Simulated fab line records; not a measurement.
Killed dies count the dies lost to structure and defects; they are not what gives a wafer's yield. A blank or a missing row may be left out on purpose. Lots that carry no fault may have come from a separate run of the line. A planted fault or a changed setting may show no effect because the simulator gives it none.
fab line records ; flow sfq_line
[record] lots = 6; wafers = 18; last_day = 91
route steps=325 shown M2@92 I2@103 M3@118 I3@133 M8@325
lots with no fault: from the same line, run without faults
start_h: hours from the record's opening day to when the first of the lot's shown wafers began ; wait_h: hours since the lot's step before ; " same as the row above ; L1.1+2: several wafers, shown together as one row ; - no value present, or no start provided ; * or withheld: withheld ; < > ~ a bound
route shown NAME@n: NAME is a module with steps in the file, n the number in the route of the first one ; usual: mean/standard deviation taken from wafers without a fault ; same: alike in all rows ; chamber/n: place in a boat ; sites: per-site readings ; _std_site: standard deviation of those values ; _edge_site: the outer-site mean with the inner-site mean subtracted ; radius_mm: how far each site lies from the wafer's centre ; mask NAME#n: copy n ; behind: the tool/chamber that last shaped the wafer ; hold: why the lot went on hold/how many hours it stayed there/how the hold came to an end ; device: transistor that didn't switch, given as n, p or np ; end of line: the tests these same wafers got at the end of their route ; a step without rows: its recipe alone ; killed: dies that structure and defects cost at the first sort, which is not the same as the wafer's yield ; map: shows each die of a wafer: x if killed, . if not, _ if none is there
set.NAME: setting as actually run; set.NAME@STEP: the setting as run at that earlier step ; model.NAME: the simulator's own value behind a step, which no gauge read
a table for each step, a row for each wafer; lots at some steps of the route
services: from which hour (start_h, from the record's first day; less than 0 if before it) a tool's chamber was out of use, for how many hours, and why
[[steps]]
[step SFQ_TRILAYER_M2_LITHO_COAT_062]
[recipe] resist = BARC; spin_rpm = 3000; resist_thk_nm = 62
[step SFQ_TRILAYER_M2_LITHO_COAT_057]
[recipe] resist = KrF; spin_rpm = 3000; resist_thk_nm = 600
[step SFQ_TRILAYER_M2_LITHO_SOFTBAKE_061]
[recipe] temp_c = withheld; time_s = withheld; resist = KrF
[step SFQ_TRILAYER_M2_LITHO_EXPOSE_058]
[recipe] mask_id = M2; na = 0.6; source_shape = conventional; sigma_outer = 0.65; target_cd_nm = 500; dose_mj = 14.4
[step SFQ_TRILAYER_M2_LITHO_PEB_060]
[recipe] peb_temp_c = 115; peb_time_s = 60; resist = KrF
[step SFQ_TRILAYER_M2_LITHO_DEVELOP_059]
[recipe] time_s = 60; resist = KrF
[step SFQ_M2_OVL_MEAS_916]
[usual] M2_OVL = -3/4.6
lot.wafer;tool;chamber;start_h;wait_h;M2_OVL[nm]
L786.2;overlay-02;-;548.39;0.1;6
L786.3;overlay-02;-;548.39;0.1;0
L786.5;overlay-02;-;548.39;0.1;0
L787.1;overlay-01;-;559.28;0.1;-4
L787.2;overlay-01;-;559.28;0.1;-1
L787.6;overlay-01;-;559.28;0.1;-3
L788.1;overlay-02;-;576.08;0.1;-3
L788.3;overlay-02;-;576.08;0.1;-11
L788.4;overlay-02;-;576.08;0.1;-3
L802.2;overlay-01;-;693.60;0.1;-2
L802.4;overlay-01;-;693.60;0.1;1
L802.5;overlay-01;-;693.60;0.1;0
L805.1;overlay-01;-;721.20;0.1;-7
L805.4;overlay-01;-;721.20;0.1;1
L805.6;overlay-01;-;721.20;0.1;3
L806.1;overlay-02;-;734.40;0.1;-4
L806.4;overlay-02;-;734.40;0.1;3
L806.5;overlay-02;-;734.40;0.1;-9
[step SFQ_TRILAYER_M2_BARC_OPEN_METAL_ETCH_077]
[recipe] mask_material = PR; chemistry = O2; target_depth_nm = 125; target = BARC; icp_w = 600; bias_w = 80; pressure_mtorr = 10; time_s = 41.7
[step SFQ_TRILAYER_M2_ETCH_METAL_ETCH_060]
[recipe] target = Nb; stop_on = SiO2; mask_material = PR; chemistry = Cl2/Ar; target_depth_nm = 240; icp_w = 600; bias_w = 80; pressure_mtorr = 10; time_s = 120
[step SFQ_TRILAYER_M2_STRIP_STRIP_061]
[recipe] gas = O2; power_w = 200; platen_temp_c = 40; overash_fraction = 0.65; chemistry = O2; pressure_mtorr = 50
[step SFQ_TRILAYER_M2_STRIP_SOLV_CLEAN_062]
[recipe] chemistry = NMP; temp_c = 70; time_s = 600
[step SFQ_TRILAYER_I2_DEP_PECVD_063]
[recipe] material = SiO2; temp_c = 150; time_s = 111.11; pressure_torr = 2.4; rf_w = 183.3; precursor = SiH4/N2O; target_thk_nm = 500
[usual] chamber_pressure_Torr = 2.400/0.0055; heater_power_w = 82/10; throttle_valve_pct = 24.6/1.2
lot.wafer;tool;chamber;start_h;wait_h;chamber_pressure_Torr;heater_power_w;throttle_valve_pct
L786.2;pecvd-02;0;549.38;0.0;2.401;81;26.5
L786.3;pecvd-02;2;549.38;0.0;2.395;88;25.0
L786.5;pecvd-02;0;549.38;0.0;2.402;66;26.0
L787.1;pecvd-02;1;560.28;0.0;2.393;76;25.3
L787.2;pecvd-02;2;560.28;0.0;2.408;92;24.8
L787.6;pecvd-02;1;560.28;0.0;2.401;81;25.6
L788.1;pecvd-02;0;577.08;0.0;2.406;70;26.3
L788.3;pecvd-02;1;577.08;0.0;2.393;90;25.5
L788.4;pecvd-02;0;577.08;0.0;2.400;75;26.2
L802.2;pecvd-02;0;694.59;0.0;2.402;74;26.8
L802.4;pecvd-02;2;694.59;0.0;2.391;94;25.1
L802.5;pecvd-02;0;694.59;0.0;2.401;79;26.8
L805.1;pecvd-04;0;722.19;0.0;2.397;95;25.8
L805.4;pecvd-04;2;722.19;0.0;2.394;87;23.2
L805.6;pecvd-04;0;722.19;0.0;2.394;78;26.0
L806.1;pecvd-02;2;735.41;0.0;2.395;96;25.2
L806.4;pecvd-02;2;735.41;0.0;2.405;82;25.3
L806.5;pecvd-02;1;735.41;0.0;2.401;95;26.1
[step SFQ_TRILAYER_I2_CMP_CMP_064]
[recipe] material = SiO2; down_force_psi = 3; platen_rpm = 60; pad_velocity_m_s = 0.94248
[usual] edge_zone_pressure_frac = 1.000/0.0054; head_pressure_psi = 3.000/0.0064; motor_current_A = 10.2/1.4; time_to_endpoint_s = 215/7
lot.wafer;tool;chamber;start_h;wait_h;edge_zone_pressure_frac;head_pressure_psi;motor_current_A;time_to_endpoint_s;model.SiO2_of_TRILAYER_I2_DEP_PECVD_063.thk_nm
L786.3;cmp-02;3;551.22;1.8;1.002;2.993;8.6;206;199.8
L786.2;cmp-02;1;552.22;2.8;0.994;2.990;10.5;206;200
L786.5;cmp-02;0;553.72;4.3;0.995;3.000;10.7;210;198.4
L787.1;cmp-02;3;561.23;0.9;-;-;-;-;499.4
L787.2;cmp-02;2;562.73;2.4;-;-;-;-;502.1
L787.6;cmp-02;3;562.73;2.4;-;-;-;-;509.8
L788.1;cmp-01;0;577.57;0.5;-;-;-;-;486
L788.3;cmp-01;2;578.57;1.5;-;-;-;-;491.1
L788.4;cmp-01;3;578.57;1.5;-;-;-;-;490.2
L802.2;cmp-02;3;703.01;8.4;1.000;3.009;8.9;210;198.7
L802.4;cmp-02;0;703.01;8.4;0.988;3.000;10.4;227;200.2
L802.5;cmp-02;3;705.01;10.3;1.011;2.997;8.8;222;200.4
L805.4;cmp-01;2;734.65;12.4;1.007;2.999;10.6;216;200.5
L805.1;cmp-01;0;735.65;13.4;0.999;3.005;12.1;209;198.8
L805.6;cmp-01;2;736.65;14.4;1.008;2.999;10.4;220;198.8
L806.1;cmp-02;0;745.01;9.6;0.996;3.005;10.5;216;200.8
L806.4;cmp-02;2;746.01;10.5;0.993;2.997;11.9;228;199.8
L806.5;cmp-02;0;747.01;11.5;0.995;2.990;10.0;218;200
[step SFQ_I2_BOW_MEAS_917]
[recipe] mode = bow
[usual] I2_BOW = 4/6.9
lot.wafer;tool;chamber;start_h;wait_h;I2_BOW[um]
L786.2;film_metro-01;-;554.24;1.5;-8
L786.3;film_metro-01;-;554.24;1.5;4
L786.5;film_metro-01;-;554.24;1.5;-6
L787.1;film_metro-02;-;564.23;2.5;2
L787.2;film_metro-02;-;564.23;2.5;-7
L787.6;film_metro-02;-;564.23;2.5;2
L788.1;film_metro-01;-;580.57;2.5;14
L788.3;film_metro-01;-;580.57;2.5;-3
L788.4;film_metro-01;-;580.57;2.5;9
L802.2;film_metro-02;-;705.53;2.0;0
L802.4;film_metro-02;-;705.53;2.0;3
L802.5;film_metro-02;-;705.53;2.0;-4
L805.1;film_metro-02;-;737.65;1.5;3
L805.4;film_metro-02;-;737.65;1.5;-1
L805.6;film_metro-02;-;737.65;1.5;-5
L806.1;film_metro-02;-;747.51;2.0;4
L806.4;film_metro-02;-;747.51;2.0;4
L806.5;film_metro-02;-;747.51;2.0;7
[step SFQ_TRILAYER_I2_METRO_MEASURE_065]
[usual] thk_nm = 200.1/1.1
lot.wafer;tool;chamber;start_h;wait_h;thk_nm
L786.2;film_metro-01;-;554.54;0.3;200.1
L786.3;film_metro-01;-;554.54;0.3;199.9
L786.5;film_metro-01;-;554.54;0.3;198.3
L787.1;film_metro-02;-;564.35;0.1;499.5
L787.2;film_metro-02;-;564.35;0.1;502.0
L787.6;film_metro-02;-;564.35;0.1;510.2
L788.1;film_metro-01;-;580.69;0.1;486.2
L788.3;film_metro-01;-;580.69;0.1;491.0
L788.4;film_metro-01;-;580.69;0.1;490.4
L802.2;film_metro-02;-;705.83;0.3;198.8
L802.4;film_metro-02;-;705.83;0.3;200.2
L802.5;film_metro-02;-;705.83;0.3;200.4
L805.1;film_metro-02;-;737.77;0.1;198.9
L805.4;film_metro-02;-;737.77;0.1;200.5
L805.6;film_metro-02;-;737.77;0.1;198.8
L806.1;film_metro-02;-;747.63;0.1;200.7
L806.4;film_metro-02;-;747.63;0.1;199.8
L806.5;film_metro-02;-;747.63;0.1;200.0
[step SFQ_TRILAYER_I2_VIA_LITHO_COAT_072]
[recipe] resist = BARC; spin_rpm = 3000; resist_thk_nm = 62
[step SFQ_TRILAYER_I2_VIA_LITHO_COAT_067]
[recipe] resist = KrF; spin_rpm = 3000; resist_thk_nm = 650
[step SFQ_TRILAYER_I2_VIA_LITHO_SOFTBAKE_071]
[recipe] temp_c = withheld; time_s = withheld; resist = KrF
[step SFQ_TRILAYER_I2_VIA_LITHO_EXPOSE_068]
[recipe] mask_id = I2; na = 0.6; source_shape = conventional; sigma_outer = 0.65; target_cd_nm = 500; dose_mj = 21.3
[step SFQ_TRILAYER_I2_VIA_LITHO_PEB_070]
[recipe] peb_temp_c = 115; peb_time_s = 60; resist = KrF
[step SFQ_TRILAYER_I2_VIA_LITHO_DEVELOP_069]
[recipe] time_s = 60; resist = KrF
[step SFQ_I2_OVL_MEAS_918]
[usual] I2_OVL = 3/5.7
lot.wafer;tool;chamber;start_h;wait_h;I2_OVL[nm]
L786.2;overlay-02;-;722.40;0.1;2
L786.3;overlay-02;-;722.40;0.1;2
L786.5;overlay-02;-;722.40;0.1;-5
L787.1;overlay-01;-;730.80;0.1;7
L787.2;overlay-01;-;730.80;0.1;4
L787.6;overlay-01;-;730.80;0.1;5
L788.1;overlay-02;-;750.25;0.1;-3
L788.3;overlay-02;-;750.25;0.1;-1
L788.4;overlay-02;-;750.25;0.1;5
L802.2;overlay-01;-;842.88;0.1;5
L802.4;overlay-01;-;842.88;0.1;4
L802.5;overlay-01;-;842.88;0.1;3
L805.1;overlay-01;-;866.69;0.1;6
L805.4;overlay-01;-;866.69;0.1;3
L805.6;overlay-01;-;866.69;0.1;4
L806.1;overlay-01;-;878.69;0.1;9
L806.4;overlay-01;-;878.69;0.1;8
L806.5;overlay-01;-;878.69;0.1;15
[step SFQ_TRILAYER_I2_VIA_BARC_OPEN_VIA_ETCH_096]
[recipe] mask_material = PR; chemistry = O2; target_depth_nm = 125; target = BARC; source_w = 500; bias_w = 80; pressure_mtorr = 30; time_s = 41.7
[step SFQ_TRILAYER_I2_VIA_ETCH_VIA_ETCH_070]
[recipe] target = SiO2; stop_on = Nb; mask_material = PR; taper_deg = 20; chemistry = CHF3; target_depth_nm = 260; source_w = 500; bias_w = 80; pressure_mtorr = 30; time_s = withheld
[usual] chamber_pressure_mTorr = 30.002/0.03; drypump_motor_current_A = 5.6/0.41; oes_product_au = 0.854/0.0054
lot.wafer;tool;chamber;start_h;wait_h;chamber_pressure_mTorr;drypump_motor_current_A;oes_product_au;model.etch.depth_nm;model.I2.feature_depth_nm
L786.2;rie_diel-02;2;722.47;0.0;29.994;5.7;0.854;200;200
L786.3;rie_diel-02;0;722.47;0.0;30.018;5.8;0.846;199.8;199.8
L786.5;rie_diel-02;3;722.47;0.0;29.963;6.4;0.857;198.4;198.4
L787.1;rie_diel-03;3;730.87;0.0;30.009;4.9;1.591;255.4;255.4
L787.2;rie_diel-03;2;730.87;0.0;29.997;5.6;1.613;255.9;255.9
L787.6;rie_diel-03;2;730.87;0.0;30.000;5.7;1.611;256;256
L788.1;rie_diel-03;0;750.33;0.0;30.004;4.8;1.618;258.8;258.8
L788.3;rie_diel-03;3;750.33;0.0;29.990;4.9;1.616;256.8;256.8
L788.4;rie_diel-03;1;750.33;0.0;29.957;5.6;1.612;256.6;256.6
L802.2;rie_diel-04;0;842.95;0.0;30.011;5.7;0.849;198.7;198.7
L802.4;rie_diel-04;1;842.95;0.0;29.988;5.8;0.855;200.2;200.2
L802.5;rie_diel-04;1;842.95;0.0;29.981;5.8;0.858;200.4;200.4
L805.1;rie_diel-03;3;866.76;0.0;30.017;4.9;0.855;198.8;198.8
L805.4;rie_diel-03;0;866.76;0.0;30.017;4.8;0.852;200.5;200.5
L805.6;rie_diel-03;2;866.76;0.0;29.983;5.7;0.860;198.8;198.8
L806.1;rie_diel-04;2;878.76;0.0;29.951;5.4;0.862;200.8;200.8
L806.4;rie_diel-04;1;878.76;0.0;29.992;5.8;0.850;199.8;199.8
L806.5;rie_diel-04;1;878.76;0.0;30.001;5.8;0.857;200;200
[step SFQ_TRILAYER_I2_VIA_STRIP_STRIP_071]
[recipe] gas = O2; power_w = 200; platen_temp_c = 40; overash_fraction = 0.65; chemistry = O2; pressure_mtorr = 50
[step SFQ_TRILAYER_I2_VIA_STRIP_SOLV_CLEAN_072]
[recipe] chemistry = NMP; temp_c = 70; time_s = 600
[step SFQ_TRILAYER_M3_DEP_PRE_CLEAN_074]
[recipe] gas = Ar; time_s = 22.5; bias_v = 250
lot.wafer;tool;chamber;start_h;wait_h;model.SiO2_of_TRILAYER_I2_DEP_PECVD_063.thk_nm
L786.2;pvd_sputter-04;-;723.96;0.0;192.5
L786.3;pvd_sputter-04;-;723.96;0.0;192.3
L786.5;pvd_sputter-04;-;723.96;0.0;190.9
L787.1;pvd_sputter-06;-;731.76;0.0;491.9
L787.2;pvd_sputter-06;-;731.76;0.0;494.6
L787.6;pvd_sputter-06;-;731.76;0.0;502.3
L788.1;pvd_sputter-05;-;751.22;0.0;478.5
L788.3;pvd_sputter-05;-;751.22;0.0;483.6
L788.4;pvd_sputter-05;-;751.22;0.0;482.7
L802.2;pvd_sputter-05;-;844.01;0.0;191.2
L802.4;pvd_sputter-05;-;844.01;0.0;192.7
L802.5;pvd_sputter-05;-;844.01;0.0;192.9
L805.1+6;pvd_sputter-05;-;867.82;0.0;191.3
L805.4;pvd_sputter-05;-;867.82;0.0;193
L806.1;pvd_sputter-05;-;879.66;0.0;193.3
L806.4;pvd_sputter-05;-;879.66;0.0;192.3
L806.5;pvd_sputter-05;-;879.66;0.0;192.5
[step SFQ_TRILAYER_M3_DEP_SPUTTER_073]
[recipe] material = Nb; base_pressure_pa = 1.33e-06; chamber_pressure_pa = 0.1333; substrate_temp_c = 20; resputter_cathode_voltage_v = 400; target_thk_nm = 200; power_w = 2000; time_s = 133.3
[usual] throttle_valve_pct = 29.8/1.4
lot.wafer;tool;chamber;start_h;wait_h;throttle_valve_pct
L786.2;pvd_sputter-04;-;723.99;0.0;29.6
L786.3;pvd_sputter-04;-;723.99;0.0;27.8
L786.5;pvd_sputter-04;-;723.99;0.0;28.8
L787.1;pvd_sputter-06;-;731.79;0.0;29.8
L787.2;pvd_sputter-06;-;731.79;0.0;29.0
L787.6;pvd_sputter-06;-;731.79;0.0;28.8
L788.1;pvd_sputter-05;-;751.25;0.0;30.1
L788.3;pvd_sputter-05;-;751.25;0.0;29.5
L788.4;pvd_sputter-05;-;751.25;0.0;32.8
L802.2;pvd_sputter-05;-;844.04;0.0;30.2
L802.4;pvd_sputter-05;-;844.04;0.0;27.9
L802.5;pvd_sputter-05;-;844.04;0.0;30.2
L805.1;pvd_sputter-05;-;867.85;0.0;29.6
L805.4;pvd_sputter-05;-;867.85;0.0;32.5
L805.6;pvd_sputter-05;-;867.85;0.0;33.1
L806.1;pvd_sputter-05;-;879.70;0.0;29.8
L806.4;pvd_sputter-05;-;879.70;0.0;30.2
L806.5;pvd_sputter-05;-;879.70;0.0;30.3
[step SFQ_M3_RS_MEAS_919]
[recipe] thk_meas_gauge = four-point-probe; reads = Nb_of_TRILAYER_M3_DEP_SPUTTER_073
[usual] M3_NB_RS = 0.892/0.011
lot.wafer;tool;chamber;start_h;wait_h;M3_NB_RS[ohm/sq]
L786.2;film_metro-02;-;724.10;0.1;0.894
L786.3;film_metro-02;-;724.10;0.1;0.885
L786.5;film_metro-02;-;724.10;0.1;0.879
L787.1;film_metro-04;-;731.88;0.0;0.917
L787.2;film_metro-04;-;731.88;0.0;0.904
L787.6;film_metro-04;-;731.88;0.0;0.897
L788.1;film_metro-02;-;751.34;0.0;0.920
L788.3;film_metro-02;-;751.34;0.0;0.913
L788.4;film_metro-02;-;751.34;0.0;0.902
L802.2;film_metro-04;-;844.15;0.1;0.904
L802.4;film_metro-04;-;844.15;0.1;0.902
L802.5;film_metro-04;-;844.15;0.1;0.907
L805.1;film_metro-01;-;867.94;0.0;0.878
L805.4;film_metro-01;-;867.94;0.0;0.874
L805.6;film_metro-01;-;867.94;0.0;0.872
L806.1;film_metro-02;-;879.80;0.1;0.889
L806.4;film_metro-02;-;879.80;0.1;0.894
L806.5;film_metro-02;-;879.80;0.1;0.897
[step SFQ_TRILAYER_M3_LITHO_COAT_080]
[recipe] resist = BARC; spin_rpm = 3000; resist_thk_nm = 62
[step SFQ_TRILAYER_M3_LITHO_COAT_075]
[recipe] resist = KrF; spin_rpm = 3000; resist_thk_nm = 600
[step SFQ_TRILAYER_M3_LITHO_SOFTBAKE_079]
[recipe] temp_c = withheld; time_s = withheld; resist = KrF
[step SFQ_TRILAYER_M3_LITHO_EXPOSE_076]
[recipe] mask_id = M3; na = 0.6; source_shape = conventional; sigma_outer = 0.65; target_cd_nm = 500; dose_mj = 14.4
[step SFQ_TRILAYER_M3_LITHO_PEB_078]
[recipe] peb_temp_c = 115; peb_time_s = 60; resist = KrF
[step SFQ_TRILAYER_M3_LITHO_DEVELOP_077]
[recipe] time_s = 60; resist = KrF
[step SFQ_M3_OVL_MEAS_921]
[usual] M3_OVL = -2/6
lot.wafer;tool;chamber;start_h;wait_h;M3_OVL[nm]
L786.2;overlay-02;-;854.88;0.1;0
L786.3;overlay-02;-;854.88;0.1;8
L786.5;overlay-02;-;854.88;0.1;-2
L787.1;overlay-02;-;859.67;0.1;-2
L787.2;overlay-02;-;859.67;0.1;-6
L787.6;overlay-02;-;859.67;0.1;-10
L788.1;overlay-01;-;881.09;0.1;-10
L788.3;overlay-01;-;881.09;0.1;-8
L788.4;overlay-01;-;881.09;0.1;-9
L802.2;overlay-02;-;983.38;0.1;9
L802.4;overlay-02;-;983.38;0.1;9
L802.5;overlay-02;-;983.38;0.1;3
L805.1;overlay-01;-;1015.68;0.1;-14
L805.4;overlay-01;-;1015.68;0.1;-18
L805.6;overlay-01;-;1015.68;0.1;-11
L806.1;overlay-02;-;1029.75;0.1;-3
L806.4;overlay-02;-;1029.75;0.1;6
L806.5;overlay-02;-;1029.75;0.1;-3
[step SFQ_TRILAYER_M3_BARC_OPEN_METAL_ETCH_100]
[recipe] mask_material = PR; chemistry = O2; target_depth_nm = 125; target = BARC; icp_w = 600; bias_w = 80; pressure_mtorr = 10; time_s = 41.7
[usual] chamber_pressure_mTorr = 10.000/0.0099; drypump_motor_current_A = 5.5/0.54; oes_product_au = 0.685/0.0049
lot.wafer;tool;chamber;start_h;wait_h;chamber_pressure_mTorr;drypump_motor_current_A;oes_product_au;rf_hours_counter_h
L786.2;rie_metal-04;0;854.91;0.0;9.992;5.0;0.690;152
L786.3;rie_metal-04;0;854.91;0.0;9.997;5.0;0.691;-
L786.5;rie_metal-04;1;854.91;0.0;9.987;6.2;0.689;-
L787.1;rie_metal-01;1;859.71;0.0;9.993;5.0;0.689;122
L787.2;rie_metal-01;0;859.71;0.0;9.993;5.9;0.692;143
L787.6;rie_metal-01;0;859.71;0.0;9.982;5.8;0.682;-
L788.1;rie_metal-02;0;881.12;0.0;9.995;5.8;0.679;25
L788.3;rie_metal-02;0;881.12;0.0;10.014;5.8;0.691;-
L788.4;rie_metal-02;1;881.12;0.0;9.994;4.8;0.680;-
L802.2;rie_metal-02;0;983.41;0.0;10.001;5.8;0.691;37
L802.4;rie_metal-02;0;983.41;0.0;9.995;5.8;0.685;-
L802.5;rie_metal-02;0;983.41;0.0;10.000;5.8;0.685;-
L805.1;rie_metal-04;1;1015.72;0.0;9.995;6.2;0.679;119
L805.4;rie_metal-04;0;1015.72;0.0;10.012;5.0;0.678;-
L805.6;rie_metal-04;0;1015.72;0.0;10.006;5.0;0.685;-
L806.1;rie_metal-02;0;1029.78;0.0;9.992;5.8;0.692;43
L806.4;rie_metal-02;1;1029.78;0.0;9.987;4.8;0.686;-
L806.5;rie_metal-02;1;1029.78;0.0;9.995;4.8;0.684;-
[step SFQ_TRILAYER_M3_ETCH_METAL_ETCH_078]
[recipe] target = Nb; stop_on = SiO2; mask_material = PR; chemistry = Cl2/Ar; target_depth_nm = 240; icp_w = 600; bias_w = 80; pressure_mtorr = 10; time_s = 120
[usual] chamber_pressure_mTorr = 9.999/0.0098; drypump_motor_current_A = 5.5/0.54; oes_product_au = 0.892/0.0079
lot.wafer;tool;chamber;start_h;wait_h;chamber_pressure_mTorr;drypump_motor_current_A;oes_product_au;rf_hours_counter_h
L786.2;rie_metal-04;0;854.97;0.0;9.991;5.0;0.903;152
L786.3;rie_metal-04;0;854.97;0.0;10.011;5.0;0.888;-
L786.5;rie_metal-04;1;854.97;0.0;9.980;6.2;0.906;-
L787.1;rie_metal-01;1;859.77;0.0;10.001;5.0;0.879;122
L787.2;rie_metal-01;0;859.77;0.0;9.988;5.8;0.887;143
L787.6;rie_metal-01;0;859.77;0.0;9.993;5.8;0.897;-
L788.1;rie_metal-02;0;881.18;0.0;10.001;5.8;0.884;25
L788.3;rie_metal-02;0;881.18;0.0;10.004;5.8;0.873;-
L788.4;rie_metal-02;1;881.18;0.0;10.004;4.8;0.898;-
L802.2;rie_metal-02;0;983.47;0.0;9.990;5.8;0.886;37
L802.4;rie_metal-02;0;983.47;0.0;9.990;5.8;0.888;-
L802.5;rie_metal-02;0;983.47;0.0;10.006;5.8;0.879;-
L805.1;rie_metal-04;1;1015.78;0.0;9.999;6.2;0.894;119
L805.4;rie_metal-04;0;1015.78;0.0;9.994;5.0;0.909;-
L805.6;rie_metal-04;0;1015.78;0.0;9.987;5.0;0.905;-
L806.1;rie_metal-02;0;1029.84;0.0;9.994;5.8;0.889;43
L806.4;rie_metal-02;1;1029.84;0.0;9.989;4.8;0.892;-
L806.5;rie_metal-02;1;1029.84;0.0;9.999;4.8;0.892;-
[step SFQ_TRILAYER_M3_STRIP_STRIP_079]
[recipe] gas = O2; power_w = 200; platen_temp_c = 40; overash_fraction = 0.65; chemistry = O2; pressure_mtorr = 50
[usual] chamber_pressure_mTorr = 49.99/0.05; drypump_motor_current_A = 5.5/0.54; oes_product_au = 1.004/0.0083; platen_temp_c = 40.00/0.12
lot.wafer;tool;chamber;start_h;wait_h;chamber_pressure_mTorr;drypump_motor_current_A;oes_product_au;platen_temp_c;rf_hours_counter_h
L786.2;rie_metal-04;0;855.09;0.1;50.06;5.0;0.999;39.94;152
L786.3;rie_metal-04;0;855.09;0.1;49.99;5.0;0.999;40.14;-
L786.5;rie_metal-04;1;855.09;0.1;49.93;6.2;1.008;39.76;-
L787.1;rie_metal-01;1;859.89;0.1;50.02;5.0;1.011;40.04;123
L787.2;rie_metal-01;0;859.89;0.1;49.95;5.8;1.001;39.98;143
L787.6;rie_metal-01;0;859.89;0.1;50.00;5.8;0.995;39.99;-
L788.1;rie_metal-02;0;881.31;0.1;49.99;5.8;0.999;39.94;25
L788.3;rie_metal-02;0;881.31;0.1;49.98;5.8;0.989;40.00;-
L788.4;rie_metal-02;1;881.31;0.1;49.96;4.8;1.003;40.18;-
L802.2;rie_metal-02;0;983.59;0.1;49.94;5.8;1.016;40.03;37
L802.4;rie_metal-02;0;983.59;0.1;49.88;5.8;1.007;39.81;-
L802.5;rie_metal-02;0;983.59;0.1;49.99;5.8;1.003;39.88;-
L805.1;rie_metal-04;1;1015.90;0.1;50.00;6.1;1.001;39.82;119
L805.4;rie_metal-04;0;1015.90;0.1;49.99;5.1;1.006;40.03;-
L805.6;rie_metal-04;0;1015.90;0.1;49.95;5.0;1.003;39.96;-
L806.1;rie_metal-02;0;1029.97;0.1;49.96;5.8;1.013;40.05;43
L806.4;rie_metal-02;1;1029.97;0.1;50.03;4.8;1.007;39.97;-
L806.5;rie_metal-02;1;1029.97;0.1;50.03;4.8;1.011;40.10;-
[step SFQ_TRILAYER_M3_STRIP_SOLV_CLEAN_080]
[recipe] chemistry = NMP; temp_c = 70; time_s = 600
[step SFQ_TRILAYER_I3_DEP_PECVD_081]
[recipe] material = SiO2; temp_c = 150; time_s = 111.11; pressure_torr = 2.4; rf_w = 183.3; precursor = SiH4/N2O; target_thk_nm = 500
[step SFQ_M8_BOW_MEAS_951]
[recipe] mode = bow
[usual] M8_BOW = 10/9.5
lot.wafer;tool;chamber;start_h;wait_h;M8_BOW[um];model.etest.i2.link_ohm
L786.2;film_metro-01;-;1997.62;0.0;0;1.962
L786.3;film_metro-01;-;1997.62;0.0;11;1.942
L786.5;film_metro-01;-;1997.62;0.0;1;1.924
L787.1;film_metro-02;-;2000.00;0.0;7;1e+06
L787.2;film_metro-02;-;2000.00;0.0;-1;1e+06
L787.6;film_metro-02;-;2000.00;0.0;8;1e+06
L788.1;film_metro-02;-;2004.92;0.0;9;1e+06
L788.3;film_metro-02;-;2004.92;0.0;-6;1e+06
L788.4;film_metro-02;-;2004.92;0.0;5;1e+06
L802.2;film_metro-03;-;2176.26;0.0;9;1.98
L802.4;film_metro-03;-;2176.26;0.0;9;1.981
L802.5;film_metro-03;-;2176.26;0.0;4;1.996
L805.1;film_metro-03;-;2179.83;0.0;3;1.972
L805.4;film_metro-03;-;2179.83;0.0;-2;1.963
L805.6;film_metro-03;-;2179.83;0.0;-5;1.954
L806.1;film_metro-01;-;2181.03;0.0;5;1.955
L806.4;film_metro-01;-;2181.03;0.0;5;1.971
L806.5;film_metro-01;-;2181.03;0.0;11;1.966
[[services]]
tool;chamber;start_h;hours;kind
pvd_sputter-05;-;542.43;2.3;repair
cmp-02;-;545.38;5.8;pm
film_metro-02;-;547.97;0.9;pm
rie_metal-02;1;548.66;18.9;repair
cmp-02;-;576.73;4.0;pm
pecvd-02;-;623.24;2.8;pm
pecvd-02;1;669.38;17.9;repair
pvd_sputter-05;-;685.50;6.9;repair
rie_metal-02;-;693.14;0.4;repair
pvd_sputter-05;-;734.75;3.0;repair
pvd_sputter-05;-;759.84;11.4;repair
rie_metal-02;1;777.86;12.4;repair
rie_metal-04;-;780.39;0.8;repair
rie_metal-04;-;793.74;1.1;repair
pvd_sputter-05;-;822.86;3.6;repair
rie_metal-04;-;866.13;0.2;repair
pvd_sputter-05;-;885.06;1.4;repair
pecvd-02;-;902.61;1.8;repair
pvd_sputter-05;-;927.07;3.6;repair
pecvd-02;0;929.63;3.4;repair
pvd_sputter-05;-;932.43;15.6;repair
rie_metal-02;-;951.62;0.3;repair
rie_metal-04;-;954.85;2.8;pm
rie_metal-04;-;968.28;1.4;pm
[[key]]
[first_sign] step = SFQ_TRILAYER_I2_CMP_CMP_064; reading = tool_record; direction = missing
[effect] step = SFQ_TRILAYER_I2_METRO_MEASURE_065; reading = thk_nm; direction = up; sigmas = 99+; usual = 200.1; struck = 496.5
[effect] step = SFQ_TRILAYER_I2_VIA_ETCH_VIA_ETCH_070; reading = oes_product_au; direction = up; sigmas = 99+; usual = 0.854; struck = 1.610
[model_effect] step = SFQ_TRILAYER_I2_CMP_CMP_064; value = SiO2_of_TRILAYER_I2_DEP_PECVD_063.thk_nm; without = 199.9; struck = 496.4
[model_effect] step = SFQ_TRILAYER_I2_VIA_ETCH_VIA_ETCH_070; value = etch.depth_nm; without = 199.9; struck = 256.6
[model_effect] step = SFQ_TRILAYER_M3_DEP_PRE_CLEAN_074; value = SiO2_of_TRILAYER_I2_DEP_PECVD_063.thk_nm; without = 192.4; struck = 488.9
[model_effect] step = SFQ_M8_BOW_MEAS_951; value = etest.i2.link_ohm; without = 1.994; struck = 1e+06
met_at SFQ_TRILAYER_I2_CMP_CMP_064
struck_wafers L787.1,L787.2,L787.6,L788.1,L788.3,L788.4
onset_between 551.22 561.23
[fault] kind = skipped_step_whole; tool = cmp-01,cmp-02; chamber = -; onset_h = 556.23; steps = SFQ_TRILAYER_I2_CMP_CMP_064; scope = struck_lots_only
